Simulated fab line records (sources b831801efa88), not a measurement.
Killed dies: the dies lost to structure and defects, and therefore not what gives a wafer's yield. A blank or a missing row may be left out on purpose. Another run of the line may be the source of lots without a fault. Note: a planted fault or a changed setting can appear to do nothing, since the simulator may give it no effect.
Struck lot and sound lot, side by side + flow sky130 + 16 steps out of a route of 708
Sound: these wafers, L403.1, L403.3, L403.5. Struck: wafers L401.1, L401.2, L401.3. The cause is given at the end.
Order at every step that has rows: each side's tool, ch and its chambers, its first start. Under that, the readings that differ: sound wafers + struck wafers + difference of the means + sigmas: that difference in standard deviations of wafers without a fault.
alike: readings with means less than 2 such deviations apart, plus words and numbers identical on both sides. not compared: withheld readings, readings lacking a value on some wafer, bounds such as >300 that could conceal the same value, and numbers that have no deviation in the record and whose values overlap.
A row with sigmas, a row that says differs or no value, or rows on one side alone: a step with any of these is where the two part. When numbers do not overlap yet have no deviation, they are printed without sigmas and do not part them. A reading missing from all wafers of one side parts the sides only when that side holds two or more wafers.

first, 9 steps without rows for these wafers: SKY_CAP2M_CLEAN_17 (cleans in O3/DIW); SKY_METAL4_DEHYDRATE_05 (time 60 s); SKY_METAL4_HMDS_06 (prime time 60 s); SKY_METAL4_COAT_07 (resist thk 60 nm); SKY_METAL4_COAT_08 (resist thk 1140 nm); SKY_METAL4_SOFTBAKE_09 (time 90 s); SKY_METAL4_EXPOSE_10 (exposes mask MM4, target cd 300 nm); SKY_METAL4_PEB_11; SKY_METAL4_DEVELOP_12 (develop time 60 s).
SKY_METAL4_CD_MEAS_13: the cd target is 300 nm.
  struck on cdSem-01, day 44 21:49; sound on cdSem-02, day 45 03:13
  alike: cdNm
SKY_METAL4_OVL_MEAS_14:
  struck on overlay-01, day 44 21:56; sound on overlay-02, day 45 03:20
  alike: METAL4_OVL
SKY_METAL4_DESCUM_15: chemistry O2, time 8 s.
  sound on rieMetal-02 ch 0, day 45 03:22; struck on rieMetal-01 ch 0,1, day 44 21:58
| reading             | sound             | struck            | difference | sigmas |
|---------------------|-------------------|-------------------|------------|--------|
| oesProductAu (a.u.) | 0.985 0.993 0.990 | 1.003 1.027 1.012 | +0.025     | +3     |
  alike: drypumpMotorCurrentA
  not compared: rfHoursCounterH
SKY_METAL4_ETCH_16: etches BARC in N2/H2, stops on SiO2, time 88.2 s, target depth 60 nm.
  sound on rieMetal-02 ch 0, day 45 03:26; struck on rieMetal-01 ch 0,1, day 44 22:00
| reading                                      | sound             | struck            | difference | sigmas |
|----------------------------------------------|-------------------|-------------------|------------|--------|
| rfFwdPowerW (W)                              | 497.4 494.7 496.2 | 577.8 575.3 576.7 | +80.5      | +50    |
| model.KrF-thick_of_METAL4_COAT_08.thkNm (nm) | 1074 1079 1076    | 1066 1067 1071    | -8         |        |
| model.SiO2_of_CAP2M_CVD_00.thkNm (nm)        | 15.06 15.21 15.41 | 15 14.76 14.78    | +0         |        |
  alike: drypumpMotorCurrentA, oesProductAu, throttleValvePct
  not compared: rfHoursCounterH
SKY_METAL4_ETCH_17: etches SiO2 in C4F8/O2/Ar, stops on TiN, time 3.9 s, target depth 15 nm.
  sound on rieDiel-01 ch 0,2,3, day 45 03:38; struck on rieDiel-02 ch 0,2,3, day 44 22:06
| reading                 | sound             | struck         | difference | sigmas |
|-------------------------|-------------------|----------------|------------|--------|
| model.etch.depthNm (nm) | 15.06 15.21 15.41 | 15 14.76 14.78 | +0         |        |
  alike: oesProductAu, rfFwdPowerW
  not compared: rfHoursCounterH
SKY_METAL4_METAL_ETCH_18: etches the open film in Cl2/BCl3, stops on SiO2, target depth 845 nm, time 183.1 s.
  sound on rieMetal-02 ch 0, day 45 03:39; struck on rieMetal-02 ch 0, day 44 22:07
  alike: drypumpMotorCurrentA, oesProductAu, rfFwdPowerW, throttleValvePct
  not compared: rfHoursCounterH
-- the record jumps here: 3 days lie between the struck wafers' starts before and after (it left off in module METAL4 and takes up again in module PAD_OPEN, whose first step shown is number 708 of the route) --
SKY_PAD_OPEN_PROBE_99:
  struck on prober-01, day 48 07:11; sound on prober-01, day 48 10:34
  alike: defectLimitedYield, killed_at_M0_to_M3, killed_at_M4_up, killedAtContacts, killedAtFrontEnd, killedAtOther, killedDies, killedOpen, killedShort, sort_bin_3_pad_short, sort_bin_5_function, sort_bin_6_memory, sortNPass, sortYieldPct

## WHERE THEY PART
Earliest at SKY_METAL4_DESCUM_15; latest, in this record, at SKY_METAL4_ETCH_16. Later steps at which nothing parts them and some readings are alike: SKY_METAL4_ETCH_17, SKY_METAL4_METAL_ETCH_18, SKY_PAD_OPEN_PROBE_99.

WHY: what the simulator had put in
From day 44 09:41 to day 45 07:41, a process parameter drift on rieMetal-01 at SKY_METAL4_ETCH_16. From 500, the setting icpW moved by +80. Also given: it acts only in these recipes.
